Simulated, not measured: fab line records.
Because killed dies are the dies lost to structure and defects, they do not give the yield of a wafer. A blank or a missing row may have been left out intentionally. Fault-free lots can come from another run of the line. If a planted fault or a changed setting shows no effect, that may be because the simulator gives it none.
The tool behind it: which one? || flow gf180mcu || 14 lots with 38 wafers sampled at 5 steps, on a route of 602 steps

== WHAT THE GAUGES READ, wafer by wafer ==
GF_V2_THK_MEAS_01.
{"lot": "L935", "measured": "day 19 06:40", "on": "filmMetro-02", "V2_CVD_00_THK (nm)": "594 598 595"}
{"lot": "L936", "measured": "day 19 12:55", "on": "filmMetro-02", "V2_CVD_00_THK (nm)": "598 601 603"}
{"lot": "L938", "measured": "day 20 14:41", "on": "filmMetro-01", "V2_CVD_00_THK (nm)": "594 596 609"}
{"lot": "L940", "measured": "day 21 02:39", "on": "filmMetro-02", "V2_CVD_00_THK (nm)": "584 600 596"}
{"lot": "L941", "measured": "day 21 13:48", "on": "filmMetro-04", "V2_CVD_00_THK (nm)": "609 600 586"}
{"lot": "L942", "measured": "day 21 23:48", "on": "filmMetro-01", "V2_CVD_00_THK (nm)": "596 591 596"}
{"lot": "L943", "measured": "day 22 12:19", "on": "filmMetro-04", "V2_CVD_00_THK (nm)": "600 585 604"}
{"lot": "L944", "measured": "day 22 19:16", "on": "filmMetro-02", "V2_CVD_00_THK (nm)": "590 597 592"}
{"lot": "L945", "measured": "day 23 02:50", "on": "filmMetro-02", "V2_CVD_00_THK (nm)": "602 598 596"}
{"lot": "L947", "measured": "day 23 17:25", "on": "filmMetro-04", "V2_CVD_00_THK (nm)": 480}
{"lot": "L948", "measured": "day 24 00:04", "on": "filmMetro-04", "V2_CVD_00_THK (nm)": 476}
{"lot": "L951", "measured": "day 25 01:14", "on": "filmMetro-02", "V2_CVD_00_THK (nm)": "615 591 603"}
{"lot": "L956", "measured": "day 26 13:49", "on": "filmMetro-02", "V2_CVD_00_THK (nm)": "609 597 602"}
{"lot": "L957", "measured": "day 26 18:37", "on": "filmMetro-04", "V2_CVD_00_THK (nm)": "601 607 604"}

== EACH LOT AND THE TOOL THAT RAN IT (in order: tool; ch and the chambers of the sampled wafers; start) ==
{"lot": "L935", "GF_V1_SPUTTER_21": "pvdSputter-02, day 18 04:43", "GF_M2_SPUTTER_00": "pvdSputter-03, day 18 05:25", "GF_M2_METAL_ETCH_16": "rieMetal-01 ch 0,1, day 19 05:56", "GF_V2_CVD_00": "hdpcvd-02 ch 1,2, day 19 06:35"}
{"lot": "L936", "GF_V1_SPUTTER_21": "pvdSputter-03, day 18 10:56", "GF_M2_SPUTTER_00": "pvdSputter-01, day 18 11:37", "GF_M2_METAL_ETCH_16": "rieMetal-01 ch 0,1, day 19 12:09", "GF_V2_CVD_00": "hdpcvd-02 ch 0,1, day 19 12:47"}
{"lot": "L938", "GF_V1_SPUTTER_21": "pvdSputter-03, day 19 12:26", "GF_M2_SPUTTER_00": "pvdSputter-02, day 19 13:08", "GF_M2_METAL_ETCH_16": "rieMetal-03 ch 1, day 20 13:57", "GF_V2_CVD_00": "hdpcvd-02 ch 1,2, day 20 14:37"}
{"lot": "L940", "GF_V1_SPUTTER_21": "pvdSputter-02, day 20 00:08", "GF_M2_SPUTTER_00": "pvdSputter-01, day 20 00:50", "GF_M2_METAL_ETCH_16": "rieMetal-01 ch 0, day 21 01:29", "GF_V2_CVD_00": "hdpcvd-02 ch 0,1,2, day 21 02:35"}
{"lot": "L941", "GF_V1_SPUTTER_21": "pvdSputter-04, day 20 12:02", "GF_M2_SPUTTER_00": "pvdSputter-02, day 20 12:44", "GF_M2_METAL_ETCH_16": "rieMetal-04 ch 0, day 21 13:03", "GF_V2_CVD_00": "hdpcvd-02 ch 1,2, day 21 13:43"}
{"lot": "L942", "GF_V1_SPUTTER_21": "pvdSputter-02, day 20 21:40", "GF_M2_SPUTTER_00": "pvdSputter-01, day 20 22:28", "GF_M2_METAL_ETCH_16": "rieMetal-01 ch 0,1, day 21 23:02", "GF_V2_CVD_00": "hdpcvd-01 ch 1,2, day 21 23:41"}
{"lot": "L943", "GF_V1_SPUTTER_21": "pvdSputter-02, day 21 10:14", "GF_M2_SPUTTER_00": "pvdSputter-03, day 21 10:55", "GF_M2_METAL_ETCH_16": "rieMetal-03 ch 0,1, day 22 11:34", "GF_V2_CVD_00": "hdpcvd-02 ch 0,2, day 22 12:14"}
{"lot": "L944", "GF_V1_SPUTTER_21": "pvdSputter-04, day 21 17:13", "GF_M2_SPUTTER_00": "pvdSputter-03, day 21 17:54", "GF_M2_METAL_ETCH_16": "rieMetal-01 ch 0,1, day 22 18:33", "GF_V2_CVD_00": "hdpcvd-01 ch 0,1,2, day 22 19:12"}
{"lot": "L945", "GF_V1_SPUTTER_21": "pvdSputter-04, day 22 01:04", "GF_M2_SPUTTER_00": "pvdSputter-02, day 22 01:45", "GF_M2_METAL_ETCH_16": "rieMetal-01 ch 0,1, day 23 02:05", "GF_V2_CVD_00": "hdpcvd-01 ch 1,2, day 23 02:46"}
{"lot": "L947", "GF_V1_SPUTTER_21": "pvdSputter-02, day 22 15:53", "GF_M2_SPUTTER_00": "pvdSputter-01, day 22 16:34", "GF_M2_METAL_ETCH_16": "rieMetal-04 ch 0, day 23 16:40", "GF_V2_CVD_00": "hdpcvd-02 ch 0, day 23 17:20"}
{"lot": "L948", "GF_V1_SPUTTER_21": "pvdSputter-02, day 22 23:20", "GF_M2_SPUTTER_00": "pvdSputter-01, day 23 00:02", "GF_M2_METAL_ETCH_16": "rieMetal-01 ch 0, day 23 23:20", "GF_V2_CVD_00": "hdpcvd-02 ch 0, day 23 23:59"}
{"lot": "L951", "GF_V1_SPUTTER_21": "pvdSputter-04, day 24 00:52", "GF_M2_SPUTTER_00": "pvdSputter-03, day 24 01:34", "GF_M2_METAL_ETCH_16": "rieMetal-01 ch 1, day 25 00:20", "GF_V2_CVD_00": "hdpcvd-01 ch 0,1,2, day 25 01:10"}
{"lot": "L956", "GF_V1_SPUTTER_21": "pvdSputter-02, day 25 14:49", "GF_M2_SPUTTER_00": "pvdSputter-02, day 25 15:30", "GF_M2_METAL_ETCH_16": "rieMetal-01 ch 0,1, day 26 13:05", "GF_V2_CVD_00": "hdpcvd-01 ch 0,1,2, day 26 13:44"}
{"lot": "L957", "GF_V1_SPUTTER_21": "pvdSputter-04, day 25 20:04", "GF_M2_SPUTTER_00": "pvdSputter-02, day 25 20:48", "GF_M2_METAL_ETCH_16": "rieMetal-04 ch 0,1, day 26 17:54", "GF_V2_CVD_00": "hdpcvd-01 ch 1,2, day 26 18:31"}
- GF_V1_SPUTTER_21: material Ti, target thk 15 nm, time 80.02 s.
- GF_M2_SPUTTER_00: material Ti, target thk 37.5 nm, time 150 s.
- GF_M2_METAL_ETCH_16: etches the open film in Cl2/BCl3, stops on SiO2, target depth 627.5 nm, time 104.6 s.
- GF_V2_CVD_00: deposits SiO2, target thk 600 nm, time 100 s.

== WHAT THE TOOLS THEMSELVES READ (means of the sampled wafers that have a number; where no wafer has one, the mark that the record gives instead) ==
GF_V1_SPUTTER_21.
{"lot": "L935", "tool": "pvdSputter-02", "substrateTempC (C)": 199.88, "throttleValvePct (%)": 30.3}
{"lot": "L936", "tool": "pvdSputter-03", "substrateTempC (C)": 199.99, "throttleValvePct (%)": 30.5}
{"lot": "L938", "tool": "pvdSputter-03", "substrateTempC (C)": 199.93, "throttleValvePct (%)": 30.7}
{"lot": "L940", "tool": "pvdSputter-02", "substrateTempC (C)": 199.89, "throttleValvePct (%)": 29.5}
{"lot": "L941", "tool": "pvdSputter-04", "substrateTempC (C)": 199.98, "throttleValvePct (%)": 29.9}
{"lot": "L942", "tool": "pvdSputter-02", "substrateTempC (C)": 200.17, "throttleValvePct (%)": 30.2}
{"lot": "L943", "tool": "pvdSputter-02", "substrateTempC (C)": 199.86, "throttleValvePct (%)": 30.6}
{"lot": "L944", "tool": "pvdSputter-04", "substrateTempC (C)": 199.98, "throttleValvePct (%)": 31.8}
{"lot": "L945", "tool": "pvdSputter-04", "substrateTempC (C)": 199.95, "throttleValvePct (%)": 31.0}
{"lot": "L947", "tool": "pvdSputter-02", "substrateTempC (C)": 200.16, "throttleValvePct (%)": 28.9}
{"lot": "L948", "tool": "pvdSputter-02", "substrateTempC (C)": 200.10, "throttleValvePct (%)": 28.9}
{"lot": "L951", "tool": "pvdSputter-04", "substrateTempC (C)": 199.93, "throttleValvePct (%)": 29.7}
{"lot": "L956", "tool": "pvdSputter-02", "substrateTempC (C)": 200.00, "throttleValvePct (%)": 30.3}
{"lot": "L957", "tool": "pvdSputter-04", "substrateTempC (C)": 199.88, "throttleValvePct (%)": 30.9}

GF_M2_SPUTTER_00.
{"lot": "L935", "tool": "pvdSputter-03", "substrateTempC (C)": 199.85, "throttleValvePct (%)": 30.6}
{"lot": "L936", "tool": "pvdSputter-01", "substrateTempC (C)": 200.08, "throttleValvePct (%)": 31.3}
{"lot": "L938", "tool": "pvdSputter-02", "substrateTempC (C)": 200.03, "throttleValvePct (%)": 30.5}
{"lot": "L940", "tool": "pvdSputter-01", "substrateTempC (C)": 200.12, "throttleValvePct (%)": 30.4}
{"lot": "L941", "tool": "pvdSputter-02", "substrateTempC (C)": 200.09, "throttleValvePct (%)": 30.9}
{"lot": "L942", "tool": "pvdSputter-01", "substrateTempC (C)": 199.99, "throttleValvePct (%)": 30.8}
{"lot": "L943", "tool": "pvdSputter-03", "substrateTempC (C)": 200.06, "throttleValvePct (%)": 30.5}
{"lot": "L944", "tool": "pvdSputter-03", "substrateTempC (C)": 200.15, "throttleValvePct (%)": 30.6}
{"lot": "L945", "tool": "pvdSputter-02", "substrateTempC (C)": 199.93, "throttleValvePct (%)": 30.1}
{"lot": "L947", "tool": "pvdSputter-01", "substrateTempC (C)": 199.85, "throttleValvePct (%)": 30.5}
{"lot": "L948", "tool": "pvdSputter-01", "substrateTempC (C)": 200.08, "throttleValvePct (%)": 31.5}
{"lot": "L951", "tool": "pvdSputter-03", "substrateTempC (C)": 199.99, "throttleValvePct (%)": 30.5}
{"lot": "L956", "tool": "pvdSputter-02", "substrateTempC (C)": 200.00, "throttleValvePct (%)": 29.5}
{"lot": "L957", "tool": "pvdSputter-02", "substrateTempC (C)": 200.03, "throttleValvePct (%)": 30.1}

GF_M2_METAL_ETCH_16.
{"lot": "L935", "tool": "rieMetal-01", "drypumpMotorCurrentA (A)": 5.7, "oesProductAu (a.u.)": 0.979, "throttleValvePct (%)": 28.244}
{"lot": "L936", "tool": "rieMetal-01", "drypumpMotorCurrentA (A)": 6.1, "oesProductAu (a.u.)": 0.972, "throttleValvePct (%)": 28.252}
{"lot": "L938", "tool": "rieMetal-03", "drypumpMotorCurrentA (A)": 5.4, "oesProductAu (a.u.)": 0.984, "throttleValvePct (%)": 28.242}
{"lot": "L940", "tool": "rieMetal-01", "drypumpMotorCurrentA (A)": 6.6, "oesProductAu (a.u.)": 0.961, "throttleValvePct (%)": 28.261}
{"lot": "L941", "tool": "rieMetal-04", "drypumpMotorCurrentA (A)": 4.8, "oesProductAu (a.u.)": 0.972, "throttleValvePct (%)": 28.256}
{"lot": "L942", "tool": "rieMetal-01", "drypumpMotorCurrentA (A)": 6.1, "oesProductAu (a.u.)": 0.965, "throttleValvePct (%)": 28.257}
{"lot": "L943", "tool": "rieMetal-03", "drypumpMotorCurrentA (A)": 5.5, "oesProductAu (a.u.)": 0.983, "throttleValvePct (%)": 28.247}
{"lot": "L944", "tool": "rieMetal-01", "drypumpMotorCurrentA (A)": 6.1, "oesProductAu (a.u.)": 0.965, "throttleValvePct (%)": 28.252}
{"lot": "L945", "tool": "rieMetal-01", "drypumpMotorCurrentA (A)": 6.1, "oesProductAu (a.u.)": 0.965, "throttleValvePct (%)": 28.253}
{"lot": "L947", "tool": "rieMetal-04", "drypumpMotorCurrentA (A)": 4.9, "oesProductAu (a.u.)": 0.958, "throttleValvePct (%)": 28.279}
{"lot": "L948", "tool": "rieMetal-01", "drypumpMotorCurrentA (A)": 6.6, "oesProductAu (a.u.)": 0.965, "throttleValvePct (%)": 28.260}
{"lot": "L951", "tool": "rieMetal-01", "drypumpMotorCurrentA (A)": 5.2, "oesProductAu (a.u.)": 0.973, "throttleValvePct (%)": 28.255}
{"lot": "L956", "tool": "rieMetal-01", "drypumpMotorCurrentA (A)": 6.1, "oesProductAu (a.u.)": 0.976, "throttleValvePct (%)": 28.240}
{"lot": "L957", "tool": "rieMetal-04", "drypumpMotorCurrentA (A)": 4.8, "oesProductAu (a.u.)": 0.973, "throttleValvePct (%)": 28.253}

GF_V2_CVD_00.
{"lot": "L935", "tool": "hdpcvd-02", "sih4FlowSccm (sccm)": 59.93}
{"lot": "L936", "tool": "hdpcvd-02", "sih4FlowSccm (sccm)": 59.92}
{"lot": "L938", "tool": "hdpcvd-02", "sih4FlowSccm (sccm)": 60.01}
{"lot": "L940", "tool": "hdpcvd-02", "sih4FlowSccm (sccm)": 60.12}
{"lot": "L941", "tool": "hdpcvd-02", "sih4FlowSccm (sccm)": 60.13}
{"lot": "L942", "tool": "hdpcvd-01", "sih4FlowSccm (sccm)": 60.01}
{"lot": "L943", "tool": "hdpcvd-02", "sih4FlowSccm (sccm)": 59.83}
{"lot": "L944", "tool": "hdpcvd-01", "sih4FlowSccm (sccm)": 59.92}
{"lot": "L945", "tool": "hdpcvd-01", "sih4FlowSccm (sccm)": 59.93}
{"lot": "L947", "tool": "hdpcvd-02", "sih4FlowSccm (sccm)": 47.61}
{"lot": "L948", "tool": "hdpcvd-02", "sih4FlowSccm (sccm)": 48.12}
{"lot": "L951", "tool": "hdpcvd-01", "sih4FlowSccm (sccm)": 59.86}
{"lot": "L956", "tool": "hdpcvd-01", "sih4FlowSccm (sccm)": 59.86}
{"lot": "L957", "tool": "hdpcvd-01", "sih4FlowSccm (sccm)": 60.00}

== THE ANSWER, worked out from the rows above alone ==
Rule: the lots themselves supply what counts as usual. Put in order of their means at a reading, lots are off if they are a third of the lots or fewer, leave a main group of 4 or more, and stand apart from it by a gap of 3 or more times the standard deviation of the main group's means; of several such gaps the widest counts. The tables above print the reading to a certain number of digits; a main group whose means all agree to those digits is not used. A lot without any number at a reading at which 4 lots or more have one is off too. The other lots that the step has rows for count as sound. Order of review: gauges by route order, followed by the tools' own readings, for which a lot's mean as printed above is used. The first step at which some lot is off is used, and at that step the reading that is off furthest; a lot without a number counts as furthest.
Off: L947, L948, seen at GF_V2_THK_MEAS_01 (V2_CVD_00_THK). Main group: mean 598 nm, sd 3.7.
A tool fits if, at a process step before that reading, it ran every lot that is off, and no sound lot after the first of them. Not tried: the gauges at GF_V2_THK_MEAS_01; whatever is off there is also off at GF_V2_CVD_00, on other tools, and gauge error can't account for it. Undecided on this evidence; 2 tools fit (pvdSputter-01 at GF_M2_SPUTTER_00, hdpcvd-02 at GF_V2_CVD_00).

== WHAT THE SIMULATOR HAD PUT IN ==
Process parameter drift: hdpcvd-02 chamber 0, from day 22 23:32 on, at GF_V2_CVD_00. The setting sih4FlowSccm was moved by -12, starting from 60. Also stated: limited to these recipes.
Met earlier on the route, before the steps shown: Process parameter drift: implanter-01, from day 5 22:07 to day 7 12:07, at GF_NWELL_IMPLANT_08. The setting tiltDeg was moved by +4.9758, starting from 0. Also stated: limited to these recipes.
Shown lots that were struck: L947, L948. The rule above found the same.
